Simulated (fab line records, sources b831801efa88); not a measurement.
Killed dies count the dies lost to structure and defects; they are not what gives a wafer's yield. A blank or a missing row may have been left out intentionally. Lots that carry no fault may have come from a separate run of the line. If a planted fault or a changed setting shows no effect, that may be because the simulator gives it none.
Which tool is to blame? | flow sky130 | Sampling: 24 lots, 72 wafers, 6 of 708 route steps

## WHAT THE GAUGES READ, wafer by wafer
SKY_CAPM_RS_MEAS_03: measurement is done with a four-point probe.
lot  | measured     | on            | CAPM_TIN_RS (ohm/sq)
L074 | day 36 00:36 | film-metro-03 | 6.86 6.84 6.90
L075 | day 36 17:02 | film-metro-02 | 6.82 6.82 6.84
L076 | day 37 03:14 | film-metro-03 | 6.87 6.96 6.87
L077 | day 37 11:06 | film-metro-01 | 6.84 6.91 6.86
L078 | day 37 18:05 | film-metro-03 | 6.91 6.86 6.83
L079 | day 38 03:38 | film-metro-03 | 6.99 6.93 7.02
L080 | day 38 11:08 | film-metro-03 | 6.93 6.84 6.85
L082 | day 39 00:08 | film-metro-01 | 6.89 6.86 6.84
L081 | day 39 00:41 | film-metro-01 | 6.87 6.93 6.85
L083 | day 39 05:32 | film-metro-02 | 6.87 6.93 7.04
L084 | day 39 22:26 | film-metro-01 | 6.91 6.89 6.93
L085 | day 39 23:52 | film-metro-01 | 6.94 6.99 7.03
L086 | day 40 08:34 | film-metro-01 | 7.01 6.95 7.03
L087 | day 40 16:27 | film-metro-03 | 6.88 6.91 6.95
L088 | day 40 20:00 | film-metro-03 | 6.92 6.82 6.85
L089 | day 41 08:03 | film-metro-03 | 6.85 6.88 6.82
L090 | day 41 13:53 | film-metro-03 | 6.88 6.93 6.92
L091 | day 41 14:59 | film-metro-01 | 6.86 6.91 6.90
L092 | day 41 23:04 | film-metro-03 | 6.74 6.82 6.85
L093 | day 42 03:53 | film-metro-01 | 6.93 6.91 6.79
L094 | day 42 08:31 | film-metro-02 | 6.87 6.82 6.97
L095 | day 42 13:25 | film-metro-01 | 6.85 6.85 6.93
L096 | day 42 20:33 | film-metro-03 | 6.87 6.88 6.85
L097 | day 43 03:05 | film-metro-02 | 6.95 6.94 6.85

SKY_VIA3_THK_MEAS_23: measures by xrf.
lot  | measured     | on            | VIA3_W_THK (nm)
L074 | day 39 08:12 | film-metro-02 | 397 386 393
L075 | day 40 00:36 | film-metro-01 | 398 391 391
L076 | day 40 10:09 | film-metro-01 | 391 391 388
L077 | day 40 17:02 | film-metro-04 | 416 388 410
L078 | day 40 23:54 | film-metro-02 | 402 396 395
L079 | day 41 08:10 | film-metro-01 | 395 398 392
L080 | day 41 14:53 | film-metro-04 | 412 389 412
L082 | day 42 03:49 | film-metro-02 | 398 378 396
L081 | day 42 04:44 | film-metro-01 | 394 397 385
L083 | day 42 09:32 | film-metro-02 | 385 398 386
L084 | day 43 00:04 | film-metro-04 | 402 414 395
L085 | day 43 02:02 | film-metro-02 | 400 385 404
L086 | day 43 11:09 | film-metro-01 | 404 407 398
L087 | day 43 18:32 | film-metro-02 | 399 387 391
L088 | day 43 20:01 | film-metro-04 | 411 390 390
L089 | day 44 08:14 | film-metro-02 | 402 403 399
L090 | day 44 13:44 | film-metro-02 | 397 400 402
L091 | day 44 15:43 | film-metro-02 | 401 394 400
L092 | day 44 21:37 | film-metro-01 | 384 404 396
L093 | day 45 03:25 | film-metro-02 | 391 402 399
L094 | day 45 06:35 | film-metro-02 | 410 391 387
L095 | day 45 11:07 | film-metro-04 | 413 412 394
L096 | day 45 17:41 | film-metro-01 | 410 387 394
L097 | day 46 00:08 | film-metro-01 | 406 404 387

## WHICH TOOL RAN EACH LOT (tool, then ch and the chambers of the sampled wafers, then the start)
lot  | SKY_METAL1_SPUTTER_02        | SKY_VIA1_SPUTTER_20          | SKY_CAPM_CVD_00                 | SKY_CAPM_STRIP_14
L074 | pvd-sputter-03, day 31 06:32 | pvd-sputter-04, day 33 15:01 | pecvd-01 ch 0,1, day 36 00:25   | plasma-asher-02 ch 0,1, day 37 02:28
L075 | pvd-sputter-04, day 32 00:05 | pvd-sputter-03, day 34 08:04 | pecvd-01 ch 0,1, day 36 16:49   | plasma-asher-02 ch 1, day 37 19:02
L076 | pvd-sputter-02, day 32 10:28 | pvd-sputter-04, day 34 18:40 | pecvd-03 ch 0,2, day 37 03:02   | plasma-asher-03 ch 0,1, day 38 05:15
L077 | pvd-sputter-03, day 32 18:03 | pvd-sputter-04, day 35 02:34 | pecvd-03 ch 0,1, day 37 10:55   | plasma-asher-03 ch 1, day 38 12:33
L078 | pvd-sputter-04, day 33 01:31 | pvd-sputter-01, day 35 09:02 | pecvd-01 ch 0,2, day 37 17:52   | plasma-asher-03 ch 0,1, day 38 19:21
L079 | pvd-sputter-02, day 33 11:46 | pvd-sputter-01, day 35 19:29 | pecvd-03 ch 0,2, day 38 03:26   | plasma-asher-01 ch 0,1, day 39 05:01
L080 | pvd-sputter-04, day 33 19:07 | pvd-sputter-01, day 36 03:02 | pecvd-04 ch 1,2, day 38 10:55   | plasma-asher-03 ch 0,1, day 39 12:16
L082 | pvd-sputter-03, day 34 10:16 | pvd-sputter-03, day 36 17:09 | pecvd-01 ch 0,1,2, day 38 23:57 | plasma-asher-02 ch 0,1, day 40 00:50
L081 | pvd-sputter-02, day 34 10:54 | pvd-sputter-01, day 36 17:32 | pecvd-04 ch 1,2, day 39 00:26   | plasma-asher-03 ch 0,1, day 40 00:59
L083 | pvd-sputter-03, day 34 15:20 | pvd-sputter-03, day 36 21:56 | pecvd-04 ch 1,2, day 39 05:19   | plasma-asher-03 ch 0,1, day 40 06:03
L084 | pvd-sputter-02, day 35 09:20 | pvd-sputter-03, day 37 15:34 | pecvd-04 ch 0,1,2, day 39 22:12 | plasma-asher-01 ch 0,1, day 40 22:21
L085 | pvd-sputter-02, day 35 11:34 | pvd-sputter-04, day 37 18:16 | pecvd-03 ch 0,2, day 39 23:40   | plasma-asher-01 ch 0,1, day 40 23:44
L086 | pvd-sputter-02, day 35 19:27 | pvd-sputter-04, day 38 02:28 | pecvd-01 ch 0,1,2, day 40 08:19 | plasma-asher-03 ch 0,1, day 41 08:40
L087 | pvd-sputter-03, day 36 04:37 | pvd-sputter-01, day 38 10:31 | pecvd-03 ch 0,1, day 40 16:16   | plasma-asher-02 ch 0,1, day 41 16:16
L088 | pvd-sputter-04, day 36 09:54 | pvd-sputter-01, day 38 15:17 | pecvd-03 ch 0,1,2, day 40 19:49 | plasma-asher-01 ch 0,1, day 41 19:06
L089 | pvd-sputter-04, day 36 20:55 | pvd-sputter-04, day 39 02:49 | pecvd-04 ch 0,2, day 41 07:50   | plasma-asher-02 ch 0,1, day 42 07:48
L090 | pvd-sputter-02, day 37 04:40 | pvd-sputter-03, day 39 09:22 | pecvd-01 ch 0,1,2, day 41 13:41 | plasma-asher-03 ch 0,1, day 42 12:56
L091 | pvd-sputter-04, day 37 06:04 | pvd-sputter-01, day 39 11:25 | pecvd-04 ch 0,1, day 41 14:46   | plasma-asher-01 ch 0,1, day 42 14:21
L092 | pvd-sputter-02, day 37 14:43 | pvd-sputter-01, day 39 19:19 | pecvd-04 ch 0,1, day 41 22:50   | plasma-asher-02 ch 0,1, day 42 22:06
L093 | pvd-sputter-04, day 37 18:58 | pvd-sputter-03, day 39 23:25 | pecvd-03 ch 1,2, day 42 03:41   | plasma-asher-03 ch 0,1, day 43 03:50
L094 | pvd-sputter-03, day 37 23:30 | pvd-sputter-04, day 40 03:53 | pecvd-01 ch 1,2, day 42 08:20   | plasma-asher-01 ch 0,1, day 43 06:51
L095 | pvd-sputter-02, day 38 04:19 | pvd-sputter-01, day 40 09:28 | pecvd-04 ch 0,2, day 42 13:11   | plasma-asher-03 ch 0,1, day 43 12:02
L096 | pvd-sputter-02, day 38 13:36 | pvd-sputter-01, day 40 17:49 | pecvd-03 ch 0,2, day 42 20:20   | plasma-asher-01 ch 0,1, day 43 18:57
L097 | pvd-sputter-03, day 38 20:31 | pvd-sputter-03, day 40 23:23 | pecvd-04 ch 1,2, day 43 02:54   | plasma-asher-02 ch 0,1, day 44 01:23
- SKY_METAL1_SPUTTER_02: material AlCu, target thk 250 nm, time 13.3 s.
- SKY_VIA1_SPUTTER_20: material TiN, target thk 20 nm, time 80 s.
- SKY_CAPM_CVD_00: deposits SiO2, target thk 15.5 nm.
- SKY_CAPM_STRIP_14: strips in O2/N2.

## WHAT THE TOOLS THEMSELVES READ (means of the sampled wafers that have a number; where no wafer has one, the mark that the record gives instead)
SKY_METAL1_SPUTTER_02.
lot  | tool           | throttle-valve-pct (%)
L074 | pvd-sputter-03 | 30.0
L075 | pvd-sputter-04 | 29.4
L076 | pvd-sputter-02 | 29.0
L077 | pvd-sputter-03 | 29.7
L078 | pvd-sputter-04 | 29.7
L079 | pvd-sputter-02 | 29.0
L080 | pvd-sputter-04 | 29.3
L082 | pvd-sputter-03 | 29.9
L081 | pvd-sputter-02 | 28.5
L083 | pvd-sputter-03 | 30.7
L084 | pvd-sputter-02 | 29.4
L085 | pvd-sputter-02 | 29.0
L086 | pvd-sputter-02 | 29.7
L087 | pvd-sputter-03 | 30.5
L088 | pvd-sputter-04 | 29.6
L089 | pvd-sputter-04 | 29.6
L090 | pvd-sputter-02 | 29.5
L091 | pvd-sputter-04 | 29.6
L092 | pvd-sputter-02 | 29.4
L093 | pvd-sputter-04 | 29.5
L094 | pvd-sputter-03 | 29.6
L095 | pvd-sputter-02 | 29.6
L096 | pvd-sputter-02 | 29.1
L097 | pvd-sputter-03 | 30.9

SKY_VIA1_SPUTTER_20.
lot  | tool           | throttle-valve-pct (%)
L074 | pvd-sputter-04 | 28.9
L075 | pvd-sputter-03 | 30.3
L076 | pvd-sputter-04 | 29.1
L077 | pvd-sputter-04 | 29.7
L078 | pvd-sputter-01 | 30.8
L079 | pvd-sputter-01 | 30.6
L080 | pvd-sputter-01 | 30.4
L082 | pvd-sputter-03 | 30.0
L081 | pvd-sputter-01 | 30.8
L083 | pvd-sputter-03 | 30.0
L084 | pvd-sputter-03 | 30.6
L085 | pvd-sputter-04 | 29.4
L086 | pvd-sputter-04 | 29.3
L087 | pvd-sputter-01 | 31.0
L088 | pvd-sputter-01 | 31.0
L089 | pvd-sputter-04 | 29.2
L090 | pvd-sputter-03 | 30.6
L091 | pvd-sputter-01 | 30.9
L092 | pvd-sputter-01 | 30.9
L093 | pvd-sputter-03 | 30.2
L094 | pvd-sputter-04 | 29.3
L095 | pvd-sputter-01 | 30.5
L096 | pvd-sputter-01 | 30.4
L097 | pvd-sputter-03 | 29.8

SKY_CAPM_CVD_00.
lot  | tool     | heater-power-w (W)
L074 | pecvd-01 | 867
L075 | pecvd-01 | 742
L076 | pecvd-03 | 715
L077 | pecvd-03 | 699
L078 | pecvd-01 | 821
L079 | pecvd-03 | 699
L080 | pecvd-04 | 648
L082 | pecvd-01 | 820
L081 | pecvd-04 | 618
L083 | pecvd-04 | 675
L084 | pecvd-04 | 687
L085 | pecvd-03 | 698
L086 | pecvd-01 | 793
L087 | pecvd-03 | 847
L088 | pecvd-03 | 806
L089 | pecvd-04 | 722
L090 | pecvd-01 | 818
L091 | pecvd-04 | 781
L092 | pecvd-04 | 807
L093 | pecvd-03 | 840
L094 | pecvd-01 | 793
L095 | pecvd-04 | 720
L096 | pecvd-03 | 732
L097 | pecvd-04 | 698

SKY_CAPM_STRIP_14.
lot  | tool            | drypump-motor-current-A (A) | n2-flow-sccm (sccm) | oes-product-au (a.u.) | strip-time-to-endpoint-s (s)
L074 | plasma-asher-02 | 5.5                         | 300.8               | 0.710                 | 12.66
L075 | plasma-asher-02 | 5.2                         | 300.5               | 0.712                 | 12.64
L076 | plasma-asher-03 | 5.6                         | 299.6               | 0.712                 | 12.65
L077 | plasma-asher-03 | 5.9                         | 298.5               | 0.712                 | 12.62
L078 | plasma-asher-03 | 5.4                         | 299.8               | 0.711                 | 12.67
L079 | plasma-asher-01 | 5.6                         | 300.1               | 0.711                 | 12.64
L080 | plasma-asher-03 | 5.4                         | 298.8               | 0.711                 | 12.55
L082 | plasma-asher-02 | 5.6                         | 299.7               | 0.714                 | 12.58
L081 | plasma-asher-03 | 5.6                         | 301.0               | 0.709                 | 12.72
L083 | plasma-asher-03 | 5.6                         | 300.5               | 0.708                 | 12.50
L084 | plasma-asher-01 | 5.7                         | 299.6               | 0.707                 | 12.73
L085 | plasma-asher-01 | 5.7                         | 299.2               | 0.714                 | 12.63
L086 | plasma-asher-03 | 5.6                         | 300.1               | 0.712                 | 12.65
L087 | plasma-asher-02 | 5.5                         | 300.4               | 0.709                 | 12.60
L088 | plasma-asher-01 | 5.6                         | 299.3               | 0.712                 | 12.68
L089 | plasma-asher-02 | 5.5                         | 299.9               | 0.707                 | 12.54
L090 | plasma-asher-03 | 5.3                         | 299.1               | 0.711                 | 12.65
L091 | plasma-asher-01 | 5.6                         | 300.5               | 0.712                 | 12.58
L092 | plasma-asher-02 | 5.5                         | 299.7               | 0.706                 | 12.71
L093 | plasma-asher-03 | 5.6                         | 299.8               | 0.713                 | 12.70
L094 | plasma-asher-01 | 5.7                         | 299.5               | 0.710                 | 12.54
L095 | plasma-asher-03 | 5.6                         | 300.8               | 0.709                 | 12.67
L096 | plasma-asher-01 | 5.7                         | 299.8               | 0.708                 | 12.70
L097 | plasma-asher-02 | 5.5                         | 300.0               | 0.713                 | 12.63

## THE ANSWER, worked out from the rows above alone
Rule: what is usual is taken from the lots themselves. The widest of any qualifying gaps counts: lots, ordered by their means at a reading, are off when they make up no more than a third of the lots, leave a main group of 4 or more, and stand apart from it by 3 or more times the standard deviation of that group's means. A main group is skipped when, at the precision printed for the reading in the tables above, its means are all equal. A lot without any number at a reading at which 4 lots or more have one is off too. Any other lot the step has rows for is counted as sound. The gauges are gone through in route order, then the tools' own readings, and for those a lot's mean is taken as printed above. At the first step where some lot is off, the reading lying furthest off is the one used; lots without a number count as furthest.
None of the lots is off at any reading shown; this tells nothing.

## WHAT WAS PUT IN BY THE SIMULATOR
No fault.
